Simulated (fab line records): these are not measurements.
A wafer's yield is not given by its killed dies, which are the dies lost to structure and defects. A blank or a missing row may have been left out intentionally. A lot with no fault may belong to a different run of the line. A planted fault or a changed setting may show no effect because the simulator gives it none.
Which tool did it? -- flow gf180mcu -- Sampling: 13 lots, 39 wafers, 4 of 602 route steps

WHAT EACH GAUGE READ, for each wafer
GF_V5_BOW_MEAS_05.
lot,measured,on,V5_BOW (um)
L122,day 26 10:21,film_metro-03,135 130 135
L124,day 27 05:20,film_metro-04,132 132 126
L125,day 27 08:44,film_metro-03,124 132 133
L126,day 27 21:00,film_metro-02,135 143 131
L128,day 28 09:17,film_metro-04,123 113 125
L129,day 28 12:24,film_metro-02,137 137 129
L131,day 29 09:40,film_metro-03,129 133 128
L132,day 29 16:21,film_metro-02,143 123 124
L133,day 29 22:53,film_metro-02,134 131 139
L137,day 31 01:26,film_metro-02,124 137 128
L142,day 32 10:04,film_metro-04,125 131 119
L143,day 32 10:47,film_metro-02,119 116 118
L145,day 33 00:15,film_metro-02,146 136 137

EACH LOT AND THE TOOL THAT RAN IT (in order: tool; ch and the chambers of the sampled wafers; start)
lot,GF_MIM_SPUTTER_02,GF_MIM_SPUTTER_03,GF_M5_ETCH_09
L122,"pvd_sputter-01, day 24 14:33","pvd_sputter-01, day 24 14:35","rie_diel-02 ch 1,2, day 26 09:02"
L124,"pvd_sputter-03, day 25 09:06","pvd_sputter-03, day 25 09:08","rie_diel-03 ch 0,2, day 27 03:58"
L125,"pvd_sputter-03, day 25 12:33","pvd_sputter-03, day 25 12:35","rie_diel-03 ch 0,3, day 27 07:23"
L126,"pvd_sputter-04, day 26 02:30","pvd_sputter-04, day 26 02:32","rie_diel-02 ch 1,3, day 27 19:37"
L128,"pvd_sputter-04, day 26 14:44","pvd_sputter-04, day 26 14:46","rie_diel-03 ch 0,2,3, day 28 07:50"
L129,"pvd_sputter-01, day 26 17:23","pvd_sputter-01, day 26 17:25","rie_diel-03 ch 1,3, day 28 10:49"
L131,"pvd_sputter-03, day 27 16:05","pvd_sputter-03, day 27 16:07","rie_diel-01 ch 0,3, day 29 08:22"
L132,"pvd_sputter-04, day 27 23:56","pvd_sputter-04, day 27 23:58","rie_diel-01 ch 0,1,2, day 29 15:04"
L133,"pvd_sputter-04, day 28 06:08","pvd_sputter-04, day 28 06:10","rie_diel-02 ch 1,3, day 29 21:35"
L137,"pvd_sputter-04, day 29 10:32","pvd_sputter-04, day 29 10:34","rie_diel-02 ch 0,2,3, day 31 00:08"
L142,"pvd_sputter-03, day 30 20:54","pvd_sputter-03, day 30 20:56","rie_diel-02 ch 1,3, day 32 08:46"
L143,"pvd_sputter-04, day 30 22:35","pvd_sputter-04, day 30 22:37","rie_diel-03 ch 1,2,3, day 32 09:28"
L145,"pvd_sputter-03, day 31 13:20","pvd_sputter-03, day 31 13:22","rie_diel-03 ch 0,1,2, day 32 22:46"
- GF_MIM_SPUTTER_02: material AlCu, target thk 450 nm, time 23.9 s.
- GF_MIM_SPUTTER_03: material Ti, target thk 10 nm, time 6.7 s.
- GF_M5_ETCH_09: etches Si3N4 in CF4/O2, target depth 52 nm, time 11.6 s.

AS READ BY THE TOOLS THEMSELVES (means over the sampled wafers that have a number; for cases with no such wafer, the mark the record gives instead)
GF_MIM_SPUTTER_02.
lot,tool,throttle_valve_pct (%)
L122,pvd_sputter-01,30.2
L124,pvd_sputter-03,29.9
L125,pvd_sputter-03,29.4
L126,pvd_sputter-04,29.4
L128,pvd_sputter-04,29.4
L129,pvd_sputter-01,28.9
L131,pvd_sputter-03,29.9
L132,pvd_sputter-04,29.4
L133,pvd_sputter-04,29.5
L137,pvd_sputter-04,29.8
L142,pvd_sputter-03,29.8
L143,pvd_sputter-04,29.6
L145,pvd_sputter-03,30.1

GF_MIM_SPUTTER_03.
lot,tool,throttle_valve_pct (%)
L122,pvd_sputter-01,30.4
L124,pvd_sputter-03,29.8
L125,pvd_sputter-03,29.3
L126,pvd_sputter-04,29.4
L128,pvd_sputter-04,29.5
L129,pvd_sputter-01,29.0
L131,pvd_sputter-03,29.9
L132,pvd_sputter-04,29.3
L133,pvd_sputter-04,29.3
L137,pvd_sputter-04,29.7
L142,pvd_sputter-03,29.9
L143,pvd_sputter-04,29.7
L145,pvd_sputter-03,30.0

GF_M5_ETCH_09.
lot,tool,bias_w (W),drypump_motor_current_A (A),oes_product_au (a.u.),throttle_valve_pct (%)
L122,rie_diel-02,150.0,6.0,1.002,5.965
L124,rie_diel-03,149.6,6.2,1.005,5.976
L125,rie_diel-03,150.0,6.5,1.000,5.969
L126,rie_diel-02,150.2,5.7,0.999,5.971
L128,rie_diel-03,149.9,6.0,1.004,5.976
L129,rie_diel-03,150.4,5.8,0.995,5.977
L131,rie_diel-01,150.0,5.9,0.996,5.969
L132,rie_diel-01,150.2,5.5,1.005,5.969
L133,rie_diel-02,149.8,5.7,1.014,5.972
L137,rie_diel-02,150.2,6.1,1.002,5.976
L142,rie_diel-02,149.8,5.8,0.996,5.964
L143,rie_diel-03,149.4,5.7,0.992,5.970
L145,rie_diel-03,150.0,5.9,1.005,5.978

THE ANSWER, worked out from the rows above alone
Rule: the usual values come from the lots themselves. The widest of any qualifying gaps counts: lots, ordered by their means at a reading, are off when they make up no more than a third of the lots, leave a main group of 4 or more, and stand apart from it by 3 or more times the standard deviation of that group's means. A main group whose means are all the same, to the digits that the tables above print for the reading, isn't used. A lot without any number at a reading at which 4 lots or more have one is off too. The other lots that the step has rows for count as sound. Order of review: gauges by route order, followed by the tools' own readings, for which a lot's mean as printed above is used. At the first step where some lot is off, the reading lying furthest off is the one used; lots without a number count as furthest.
Nothing can be told from this: no lot is off at any reading shown.

WHAT HAD BEEN PUT IN BY THE SIMULATOR
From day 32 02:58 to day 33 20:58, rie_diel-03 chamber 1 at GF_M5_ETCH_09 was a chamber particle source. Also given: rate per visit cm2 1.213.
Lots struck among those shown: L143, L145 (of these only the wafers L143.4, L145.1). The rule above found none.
